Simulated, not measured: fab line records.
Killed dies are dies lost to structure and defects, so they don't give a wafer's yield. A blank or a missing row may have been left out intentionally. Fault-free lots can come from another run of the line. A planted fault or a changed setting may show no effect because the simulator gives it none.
The same fault as seen by 2 desks / flow gf180mcu / each desk has only its own numbers; what lay behind them comes last

DESK OF THE TOOL OWNER: krf-scanner-02
The tool's own readings at GF_CONTACT_EXPOSE_11 (exposes mask Contact, target cd 220 nm): means of the sampled wafers that have a number, for each lot that ran on this tool. Marked OUT: a lot whose mean sits more than 4 standard deviations from the usual mean, which makes it out of limits; the brackets give that distance.
Columns: A = exposure-dose-mJ-cm2 at GF_CONTACT_EXPOSE_11, usual 38.49; B = focus-offset-nm at GF_CONTACT_EXPOSE_11, usual 0.0 nm
lot=L182; first seen here=day 16 03:53; A=38.48; B=-0.8
lot=L186; first seen here=day 17 10:21; A=38.52; B=-0.1
lot=L188; first seen here=day 18 00:06; A=38.51; B=-0.5
lot=L189; first seen here=day 18 13:32; A=38.48; B=-0.1
lot=L192; first seen here=day 19 15:35; A=38.52; B=0.5
lot=L201; first seen here=day 22 22:21; A=38.50; B=0.8
lot=L202; first seen here=day 23 07:35; A=38.53; B=0.3
lot=L203; first seen here=day 23 09:43; A=38.47; B=0.4
lot=L204; first seen here=day 23 19:25; A=38.50; B=0.5
Result from this desk: across the 9 lots, nothing is out of limits.

FROM THE METROLOGY DESK
Lot by lot, what the gauges showed, no matter which tool ran the lot: averages of those sampled wafers that carry a number. Marked OUT: a lot whose mean sits more than 4 standard deviations from the usual mean, which makes it out of limits; the brackets give that distance.
Columns: A = CONTACT_CVD_00_THK at GF_CONTACT_THK_MEAS_01, usual 299 nm; B = CONTACT_CVD_02_THK at GF_CONTACT_THK_MEAS_03, usual 858 nm
lot=L182; first seen here=day 15 16:08; A=302; B=849
lot=L185; first seen here=day 16 12:43; A=294; B=838
lot=L186; first seen here=day 16 21:53; A=303; B=857
lot=L187; first seen here=day 17 07:22; A=300; B=842
lot=L188; first seen here=day 17 12:04; A=305; B=869
lot=L189; first seen here=day 18 01:08; A=298; B=862
lot=L190; first seen here=day 18 07:49; A=300; B=850
lot=L191; first seen here=day 18 18:52; A=302; B=852
lot=L192; first seen here=day 19 02:54; A=299; B=856
lot=L200; first seen here=day 22 02:33; A=302; B=853
lot=L201; first seen here=day 22 09:17; A=297; B=850
lot=L202; first seen here=day 22 19:38; A=297; B=882
lot=L203; first seen here=day 22 21:29; A=301; B=875
lot=L204; first seen here=day 23 07:25; A=302; B=873
Result from this desk: across the 14 lots, nothing is out of limits.

PUT TOGETHER
The desk of the tool owner found nothing out of limits.
Nothing out of limits was seen by the metrology desk.

WHAT THE SIMULATOR HAD INSERTED
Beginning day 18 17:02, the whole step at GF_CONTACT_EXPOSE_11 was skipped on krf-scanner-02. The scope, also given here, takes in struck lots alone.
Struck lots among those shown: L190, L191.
